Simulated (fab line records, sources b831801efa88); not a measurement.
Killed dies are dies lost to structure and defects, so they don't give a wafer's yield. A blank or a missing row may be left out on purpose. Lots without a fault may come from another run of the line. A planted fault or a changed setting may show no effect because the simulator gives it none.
Tool commonality check | flow sky130 | 11 lots, 33 wafers sampled

WHY IT WAS OPENED
At SKY_SONOS_TUNNEL_OVL_MEAS_08 the reading SONOS_TUNNEL_OVL is flagged on 4 of 11 lots. Wafers without a fault read 0.1 nm, standard deviation 1.7.
Rule: a lot is flagged when every wafer of it that has a number lies more than 4 standard deviations from that mean, or none has a number. The other lots count as sound.

lot  | measured     | on         | SONOS_TUNNEL_OVL (nm), wafer by wafer | flag
L731 | day 11 07:38 | overlay-02 | 1.9 2.5 0.8                           |
L732 | day 11 15:20 | overlay-02 | 0.3 1.3 0.0                           |
L733 | day 12 04:08 | overlay-02 | 0.6 2.4 -0.9                          |
L737 | day 13 12:26 | overlay-01 | 2.7 2.5 1.5                           |
L738 | day 14 01:35 | overlay-01 | -84.3 -83.8 -85.5                     | FLAGGED
L739 | day 14 13:23 | overlay-02 | -82.5 -81.5 -82.2                     | FLAGGED
L741 | day 14 23:38 | overlay-02 | -80.6 -80.7 -80.2                     | FLAGGED
L740 | day 15 00:41 | overlay-02 | 1.3 0.5 2.0                           |
L742 | day 15 05:44 | overlay-02 | -82.3 -82.5 -83.7                     | FLAGGED
L750 | day 17 15:35 | overlay-02 | 3.2 2.8 3.8                           |
L752 | day 18 05:59 | overlay-01 | 1.3 0.4 2.0                           |
The numbers of the flagged lots are -82.5 nm on average: -82.6 nm against the usual, or -49 standard deviations.

WHICH TOOL RAN EACH LOT
The record holds 1 process step before the reading, out of a route of 708 steps. In each cell: the tool, then ch and the chambers that the sampled wafers went through, then the start.
lot  | flag    | SKY_SONOS_TUNNEL_EXPOSE_04
L731 |         | iline_stepper-02 ch 0, day 10 20:42
L732 |         | iline_stepper-02 ch 0, day 11 04:04
L733 |         | iline_stepper-02 ch 0, day 11 15:48
L737 |         | iline_stepper-01 ch 0, day 13 00:00
L738 | FLAGGED | iline_stepper-02 ch 0, day 13 12:26
L739 | FLAGGED | iline_stepper-02 ch 0, day 14 00:13
L741 | FLAGGED | iline_stepper-02 ch 0, day 14 10:21
L740 |         | iline_stepper-01 ch 0, day 14 12:05
L742 | FLAGGED | iline_stepper-02 ch 0, day 14 16:53
L750 |         | iline_stepper-01 ch 0, day 17 00:53
L752 |         | iline_stepper-01 ch 0, day 17 15:49
What these steps do:
- SKY_SONOS_TUNNEL_EXPOSE_04: exposes mask TUNM, target cd 410 nm.
- SKY_SONOS_TUNNEL_OVL_MEAS_08

FLAGGED OVER TOTAL, TOOL BY TOOL (the gauges that took the reading come last)
step                         | tool             | lots run | flagged | share of the flagged lots | sound lots run after its first flagged lot
SKY_SONOS_TUNNEL_EXPOSE_04   | iline_stepper-01 | 4        | 0       | none                      | -
SKY_SONOS_TUNNEL_EXPOSE_04   | iline_stepper-02 | 7        | 4       | all                       | 0
SKY_SONOS_TUNNEL_OVL_MEAS_08 | overlay-01       | 3        | 1       | some                      | 1 (L752)
SKY_SONOS_TUNNEL_OVL_MEAS_08 | overlay-02       | 8        | 3       | some                      | 2 (L740,L750)

WHAT THE TABLE ALLOWS
1 row of the table ran every flagged lot: iline_stepper-02 at SKY_SONOS_TUNNEL_EXPOSE_04.
- iline_stepper-02 at SKY_SONOS_TUNNEL_EXPOSE_04: 4 of its 7 lots flagged. Its last sound lot is L733 (day 11 15:48), its first flagged lot L738 (day 13 12:26): a fault that began between those two fits.
One tool is left: iline_stepper-02 at SKY_SONOS_TUNNEL_EXPOSE_04.

WHAT THE SIMULATOR HAD PUT IN
Scanner matching overlay: iline_stepper-02, from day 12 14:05 on, at SKY_SONOS_TUNNEL_EXPOSE_04. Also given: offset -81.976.
Lots struck among those shown: L738, L739, L741, L742. The rule above found the same.
